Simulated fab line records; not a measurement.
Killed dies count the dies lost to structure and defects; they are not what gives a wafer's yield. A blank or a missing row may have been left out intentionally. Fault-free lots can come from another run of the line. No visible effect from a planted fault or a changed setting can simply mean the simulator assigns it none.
Which tool is to blame? ; flow gf180mcu ; 12 lots, 36 wafers sampled, at 4 steps of a route of 602

WHAT EACH GAUGE READ, for each wafer
GF_NSD_CD_MEAS_07: the cd target is 400 nm.
lot;measured;on;cd_nm (nm)
L149;day 13 08:28;cd_sem-02;400 398 398
L150;day 13 13:25;cd_sem-01;403 402 399
L155;day 15 08:56;cd_sem-02;403 406 404
L159;day 16 23:47;cd_sem-01;405 406 403
L161;day 17 14:46;cd_sem-01;397 397 396
L163;day 18 05:11;cd_sem-02;404 405 406
L164;day 18 12:02;cd_sem-02;400 399 400
L166;day 19 06:07;cd_sem-02;395 397 396
L167;day 19 13:38;cd_sem-02;398 398 398
L168;day 19 23:18;cd_sem-02;399 400 397
L169;day 20 08:31;cd_sem-01;398 398 401
L170;day 20 10:25;cd_sem-02;398 401 398

GF_SAB_THK_MEAS_01.
lot;measured;on;SAB_CVD_00_THK (nm)
L149;day 14 06:07;film_metro-02;49.7 49.2 49.7
L150;day 14 10:41;film_metro-04;48.5 49.2 50.5
L155;day 16 08:08;film_metro-02;49.9 50.1 50.4
L159;day 17 23:50;film_metro-04;49.2 42.5 42.7
L161;day 18 15:45;film_metro-01;50.3 51.1 50.9
L163;day 19 06:40;film_metro-04;49.9 49.6 50.0
L164;day 19 13:49;film_metro-02;49.2 51.2 51.3
L166;day 20 07:47;film_metro-01;50.5 51.2 50.7
L167;day 20 15:17;film_metro-04;50.4 49.7 51.1
L168;day 21 00:21;film_metro-02;49.8 50.7 50.5
L169;day 21 10:05;film_metro-02;50.4 50.6 51.6
L170;day 21 11:35;film_metro-01;49.5 49.7 49.8

WHICH TOOL RAN EACH LOT (tool, then ch and the chambers of the sampled wafers, then the start)
lot;GF_HV_LDD_STRIP_22;GF_SAB_CVD_00
L149;plasma_asher-02 ch 0,1, day 10 20:29;pecvd-03 ch 0,1,2, day 14 06:06
L150;plasma_asher-02 ch 0,1, day 11 00:55;pecvd-02 ch 0,1,2, day 14 10:40
L155;plasma_asher-01 ch 0,1, day 12 16:08;pecvd-04 ch 0,1, day 16 08:06
L159;plasma_asher-04 ch 0,1, day 14 02:07;pecvd-03 ch 1,2, day 17 23:49
L161;plasma_asher-01 ch 0,1, day 14 16:57;pecvd-04 ch 0,1, day 18 15:43
L163;plasma_asher-02 ch 0,1, day 15 06:06;pecvd-02 ch 0,1,2, day 19 06:37
L164;plasma_asher-01 ch 1, day 15 12:07;pecvd-02 ch 1,2, day 19 13:47
L166;plasma_asher-01 ch 0,1, day 16 02:49;pecvd-04 ch 0,1, day 20 07:44
L167;plasma_asher-01 ch 0,1, day 16 11:44;pecvd-04 ch 0,1, day 20 15:16
L168;plasma_asher-01 ch 0,1, day 16 20:04;pecvd-04 ch 1,2, day 21 00:19
L169;plasma_asher-02 ch 0,1, day 17 04:58;pecvd-04 ch 0,1,2, day 21 10:03
L170;plasma_asher-02 ch 0,1, day 17 06:58;pecvd-02 ch 0,1,2, day 21 11:34
- GF_HV_LDD_STRIP_22: strips in O2/N2.
- GF_SAB_CVD_00: deposits SiO2 from TEOS, target thk 50 nm, time 4.9302 s.

WHAT THE TOOLS THEMSELVES READ (means of the sampled wafers that have a number; where no wafer has one, the mark that the record gives instead)
GF_HV_LDD_STRIP_22.
lot;tool;drypump_motor_current_A (A);heater_power_w (W);oes_product_au (a.u.);strip_time_to_endpoint_s (s)
L149;plasma_asher-02;5.40;336;0.717;12.59
L150;plasma_asher-02;5.38;333;0.720;12.70
L155;plasma_asher-01;5.75;310;0.715;12.65
L159;plasma_asher-04;5.26;318;0.713;12.60
L161;plasma_asher-01;5.89;318;0.715;12.65
L163;plasma_asher-02;5.52;323;0.714;12.56
L164;plasma_asher-01;5.61;301;0.720;12.66
L166;plasma_asher-01;5.73;310;0.715;12.68
L167;plasma_asher-01;5.73;308;0.722;12.60
L168;plasma_asher-01;5.88;313;0.714;12.62
L169;plasma_asher-02;5.37;338;0.715;12.59
L170;plasma_asher-02;5.38;336;0.715;12.62

GF_SAB_CVD_00.
lot;tool;heater_power_w (W);susceptor_temp_C (C)
L149;pecvd-03;694;400.21
L150;pecvd-02;720;399.94
L155;pecvd-04;713;400.24
L159;pecvd-03;735;400.09
L161;pecvd-04;692;400.09
L163;pecvd-02;739;399.88
L164;pecvd-02;707;400.02
L166;pecvd-04;679;400.06
L167;pecvd-04;636;400.14
L168;pecvd-04;799;400.01
L169;pecvd-04;713;399.91
L170;pecvd-02;715;399.90

THE ANSWER, worked out from the rows above alone
Rule: the usual values come from the lots themselves. Put in order of their means at a reading, lots are off if they are a third of the lots or fewer, leave a main group of 4 or more, and stand apart from it by a gap of 3 or more times the standard deviation of the main group's means; of several such gaps the widest counts. A main group is skipped when, at the precision printed for the reading in the tables above, its means are all equal. Also off: a lot with no number at a reading for which 4 or more lots have one. Where the step has rows for the other lots, those lots are counted as sound. First the gauges in route order, then the tools' own readings, where a lot's mean is used as printed above. At the first step where some lot is off, the reading lying furthest off is the one used; lots without a number count as furthest.
Off: at GF_SAB_THK_MEAS_01 (SAB_CVD_00_THK), L159. Mean 50.2 nm and standard deviation 0.51 in the main group.
A tool fits if, at a process step before that reading, it ran every lot that is off, and no sound lot after the first of them. Gauges at GF_SAB_THK_MEAS_01: tried the same way as those tools. 2 tools fit, plasma_asher-04 at GF_HV_LDD_STRIP_22 and pecvd-03 at GF_SAB_CVD_00, so this cannot tell which one it is.

WHAT HAD BEEN PUT IN BY THE SIMULATOR
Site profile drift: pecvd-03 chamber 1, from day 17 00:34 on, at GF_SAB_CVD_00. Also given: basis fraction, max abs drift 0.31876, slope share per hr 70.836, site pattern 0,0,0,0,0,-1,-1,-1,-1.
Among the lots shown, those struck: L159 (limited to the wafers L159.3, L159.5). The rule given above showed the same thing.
